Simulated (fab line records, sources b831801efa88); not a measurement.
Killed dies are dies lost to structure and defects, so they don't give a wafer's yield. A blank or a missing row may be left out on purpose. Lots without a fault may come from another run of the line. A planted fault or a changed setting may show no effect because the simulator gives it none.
Which tool did it? | flow sky130 | 10 lots, 30 wafers sampled, at 6 steps of a route of 708

WHAT THE GAUGES READ, wafer by wafer
SKY_SONOS_ONO_OVL_MEAS_14. Usual: SONOS_ONO_OVL -0.4 nm, standard deviation 1.3.
lot  | measured     | on         | SONOS_ONO_OVL (nm) | flag
L809 | day 13 01:26 | overlay-02 | 0.7 0.3 -0.8       |
L812 | day 13 22:55 | overlay-02 | -2.5 -0.1 -0.3     |
L814 | day 14 12:24 | overlay-02 | -1.8 0.4 -2.0      |
L818 | day 15 16:28 | overlay-02 | -3.1 0.1 -0.6      |
L819 | day 16 08:07 | overlay-01 | 0.8 0.1 -0.4       |
L826 | day 18 13:10 | overlay-01 | 0.1 -1.1 0.9       |
L827 | day 19 00:40 | overlay-01 | 0.3 0.7 -0.9       |
L829 | day 19 16:13 | overlay-02 | 0.2 0.1 -3.7       |
L831 | day 20 09:21 | overlay-02 | -1.4 0.1 0.0       |
L832 | day 20 15:12 | overlay-01 | 2.0 -0.4 0.2       |

SKY_POLY_GATE_THK_MEAS_01. Usual: POLY_GATE_CVD_00_THK 179.4 nm, standard deviation 1.4.
lot  | measured     | on            | POLY_GATE_CVD_00_THK (nm) | flag
L809 | day 14 09:36 | film_metro-04 | 177.3 178.5 177.3         |
L812 | day 15 08:40 | film_metro-04 | 180.7 182.7 181.2         |
L814 | day 15 21:29 | film_metro-03 | 179.7 180.3 179.5         |
L818 | day 17 03:41 | film_metro-04 | 173.1 170.4 160.7         | OFF
L819 | day 17 21:23 | film_metro-01 | 157.6 164.0 167.8         | OFF
L826 | day 20 03:22 | film_metro-03 | 179.5 179.8 179.8         |
L827 | day 20 15:08 | film_metro-01 | 178.4 180.3 178.8         |
L829 | day 21 03:33 | film_metro-01 | 179.4 180.2 179.2         |
L831 | day 21 21:32 | film_metro-01 | 176.4 178.6 177.2         |
L832 | day 22 03:20 | film_metro-03 | 179.4 178.7 179.8         |

SKY_LOCAL_INTERCONNECT_OVL_MEAS_12. Usual: LOCAL_INTERCONNECT_OVL 4 nm, standard deviation 6.1.
lot  | measured     | on         | LOCAL_INTERCONNECT_OVL (nm) | flag
L809 | day 30 16:20 | overlay-01 | 3 4 1                       |
L812 | day 31 17:38 | overlay-02 | -3 0 -13                    |
L814 | day 32 06:29 | overlay-01 | 3 6 -6                      |
L818 | day 33 08:44 | overlay-01 | 7 -3 7                      |
L819 | day 34 03:35 | overlay-02 | -3 -1 -2                    |
L826 | day 36 01:10 | overlay-01 | 4 6 -1                      |
L827 | day 36 13:05 | overlay-01 | 6 5 7                       |
L829 | day 36 18:14 | overlay-02 | 9 14 13                     |
L831 | day 37 11:14 | overlay-01 | 11 16 7                     |
L832 | day 37 20:45 | overlay-02 | 12 10 17                    |

WHICH TOOL RAN EACH LOT (tool, then ch and the chambers of the sampled wafers, then the start)
lot  | SKY_VT_ADJUST_LVTN_STRIP_20          | SKY_POLY_GATE_CVD_00        | SKY_POLY_GATE_ETCH_17
L809 | plasma_asher-01 ch 0,1, day 7 23:50  | lpcvd-01 ch 0, day 14 08:24 | rie_si-02 ch 0,1,3, day 16 20:26
L812 | plasma_asher-01 ch 1, day 8 16:47    | lpcvd-01 ch 1, day 15 07:28 | rie_si-02 ch 0,1,2, day 17 19:05
L814 | plasma_asher-03 ch 0,1, day 9 06:11  | lpcvd-01 ch 0, day 15 20:17 | rie_si-01 ch 0,1,2, day 18 10:10
L818 | plasma_asher-04 ch 0,1, day 10 05:21 | lpcvd-01 ch 0, day 17 02:29 | rie_si-01 ch 0,1,2, day 19 19:05
L819 | plasma_asher-04 ch 0,1, day 10 16:01 | lpcvd-01 ch 0, day 17 20:11 | rie_si-02 ch 1,2,3, day 20 12:14
L826 | plasma_asher-03 ch 0,1, day 12 13:56 | lpcvd-01 ch 0, day 20 02:10 | rie_si-01 ch 0,1,2, day 22 19:05
L827 | plasma_asher-03 ch 0,1, day 12 22:35 | lpcvd-01 ch 0, day 20 13:56 | rie_si-02 ch 1,2, day 23 07:05
L829 | plasma_asher-04 ch 0,1, day 13 10:04 | lpcvd-01 ch 0, day 21 02:20 | rie_si-02 ch 0,2, day 23 18:56
L831 | plasma_asher-03 ch 0,1, day 13 23:08 | lpcvd-01 ch 0, day 21 20:20 | rie_si-02 ch 1,2,3, day 24 11:44
L832 | plasma_asher-04 ch 0,1, day 14 07:38 | lpcvd-01 ch 0, day 22 02:08 | rie_si-01 ch 0,1,2, day 24 18:25
- SKY_VT_ADJUST_LVTN_STRIP_20: strips in O2/N2.
- SKY_POLY_GATE_CVD_00: deposits poly-Si, target thk 180 nm, time 720 s.
- SKY_POLY_GATE_ETCH_17: etches poly-Si in HBr/Cl2, stops on SiO2, target depth 180 nm, time 70.5 s.

WHAT THE TOOLS THEMSELVES READ (means of the sampled wafers that have a number; where no wafer has one, the mark that the record gives instead)
SKY_VT_ADJUST_LVTN_STRIP_20. Usual: drypump_motor_current_A 5.7 A, standard deviation 0.33; oes_product_au 0.716 a.u., standard deviation 0.0046; strip_time_to_endpoint_s 14.20 s, standard deviation 0.042.
lot  | tool            | drypump_motor_current_A (A) | oes_product_au (a.u.) | strip_time_to_endpoint_s (s) | flag
L809 | plasma_asher-01 | 5.8                         | 0.717                 | 14.28                        |
L812 | plasma_asher-01 | 5.8                         | 0.718                 | 14.22                        |
L814 | plasma_asher-03 | 5.9                         | 0.718                 | 14.20                        |
L818 | plasma_asher-04 | 5.2                         | 0.716                 | 14.27                        |
L819 | plasma_asher-04 | 5.5                         | 0.715                 | 14.15                        |
L826 | plasma_asher-03 | 5.9                         | 0.716                 | 14.25                        |
L827 | plasma_asher-03 | 5.9                         | 0.712                 | 14.21                        |
L829 | plasma_asher-04 | 5.2                         | 0.713                 | 14.19                        |
L831 | plasma_asher-03 | 5.9                         | 0.719                 | 14.15                        |
L832 | plasma_asher-04 | 5.3                         | 0.718                 | 14.19                        |

SKY_POLY_GATE_CVD_00. Usual: pressure_mtorr 199.9 mTorr, standard deviation 0.34; spike_tc_centre_C 620.9 C, standard deviation 1.1; spike_tc_lower_C 620.7 C, standard deviation 1.1; spike_tc_top_C 639.7 C, standard deviation 1.5; spike_tc_upper_C 620.0 C, standard deviation 0.93; susceptor_temp_C 620.0 C, standard deviation 0.32; zone_power_centre_pct 9.18 %, standard deviation 0.23; zone_power_lower_pct 8.4 %, standard deviation 0.69; zone_power_upper_pct 9.3 %, standard deviation 0.41.
lot  | tool     | pressure_mtorr (mTorr) | spike_tc_centre_C (C) | spike_tc_lower_C (C) | spike_tc_top_C (C) | spike_tc_upper_C (C) | susceptor_temp_C (C) | zone_power_centre_pct (%) | zone_power_lower_pct (%) | zone_power_upper_pct (%) | flag
L809 | lpcvd-01 | 199.8                  | 620.6                 | 621.3                | 639.2              | 620.0                | 620.1                | 8.96                      | 9.1                      | 9.0                      |
L812 | lpcvd-01 | 199.7                  | 620.6                 | 619.6                | 640.8              | 619.7                | 619.7                | 9.36                      | 7.8                      | 9.7                      |
L814 | lpcvd-01 | 200.0                  | 620.5                 | 621.6                | 639.9              | 619.8                | 620.0                | 9.05                      | 9.2                      | 8.9                      |
L818 | lpcvd-01 | 200.3                  | 597.7                 | 624.6                | 638.1              | 622.7                | 620.0                | 5.01                      | 11.2                     | 11.1                     | OFF
L819 | lpcvd-01 | 199.8                  | 598.0                 | 624.4                | 637.4              | 623.9                | 620.0                | 5.01                      | 11.2                     | 11.0                     | OFF
L826 | lpcvd-01 | 199.8                  | 619.8                 | 621.8                | 637.7              | 620.3                | 619.7                | 9.06                      | 9.1                      | 8.8                      |
L827 | lpcvd-01 | 199.8                  | 620.2                 | 620.8                | 638.8              | 620.4                | 620.4                | 8.90                      | 9.1                      | 9.0                      |
L829 | lpcvd-01 | 200.0                  | 620.5                 | 620.9                | 638.7              | 619.7                | 620.3                | 8.96                      | 9.2                      | 8.9                      |
L831 | lpcvd-01 | 199.9                  | 621.0                 | 621.3                | 639.2              | 620.4                | 620.4                | 9.03                      | 9.1                      | 8.9                      |
L832 | lpcvd-01 | 200.1                  | 620.6                 | 621.6                | 638.5              | 619.2                | 619.7                | 8.93                      | 9.0                      | 8.8                      |

SKY_POLY_GATE_ETCH_17. Usual: drypump_motor_current_A 5.7 A, standard deviation 0.49; oes_product_au 0.984 a.u., standard deviation 0.0079; throttle_valve_pct 33.684 %, standard deviation 0.0087.
lot  | tool      | drypump_motor_current_A (A) | oes_product_au (a.u.) | throttle_valve_pct (%) | flag
L809 | rie_si-02 | 5.9                         | 0.989                 | 33.688                 |
L812 | rie_si-02 | 5.7                         | 0.998                 | 33.688                 |
L814 | rie_si-01 | 5.9                         | 0.983                 | 33.675                 |
L818 | rie_si-01 | 6.0                         | 0.943                 | 33.685                 | OFF
L819 | rie_si-02 | 5.9                         | 0.929                 | 33.685                 | OFF
L826 | rie_si-01 | 6.0                         | 0.985                 | 33.684                 |
L827 | rie_si-02 | 6.0                         | 0.983                 | 33.687                 |
L829 | rie_si-02 | 5.6                         | 0.995                 | 33.688                 |
L831 | rie_si-02 | 6.0                         | 0.979                 | 33.680                 |
L832 | rie_si-01 | 6.0                         | 0.977                 | 33.689                 |

THE ANSWER, worked out from the rows above alone
Rule: a lot is off if the mean of its wafers that have a number lies more than 3 standard deviations from the usual mean. A lot without any number at a reading at which 4 lots or more have one is off too. The other lots that the step has rows for count as sound. The gauges are gone through in route order, then the tools' own readings, and for those a lot's mean is taken as printed above. The first step at which some lot is off is used, and at that step the reading that is off furthest; a lot without a number counts as furthest.
Off: L818, L819, at SKY_POLY_GATE_THK_MEAS_01 (POLY_GATE_CVD_00_THK).
A tool fits if, at a process step before that reading, it ran every lot that is off, and no sound lot after the first of them. The gauges at SKY_POLY_GATE_THK_MEAS_01 aren't tried: what is off there is off at SKY_POLY_GATE_CVD_00 too, on other tools, and a gauge's error can't cause that. None of those tried fits.

WHAT THE SIMULATOR HAD PUT IN
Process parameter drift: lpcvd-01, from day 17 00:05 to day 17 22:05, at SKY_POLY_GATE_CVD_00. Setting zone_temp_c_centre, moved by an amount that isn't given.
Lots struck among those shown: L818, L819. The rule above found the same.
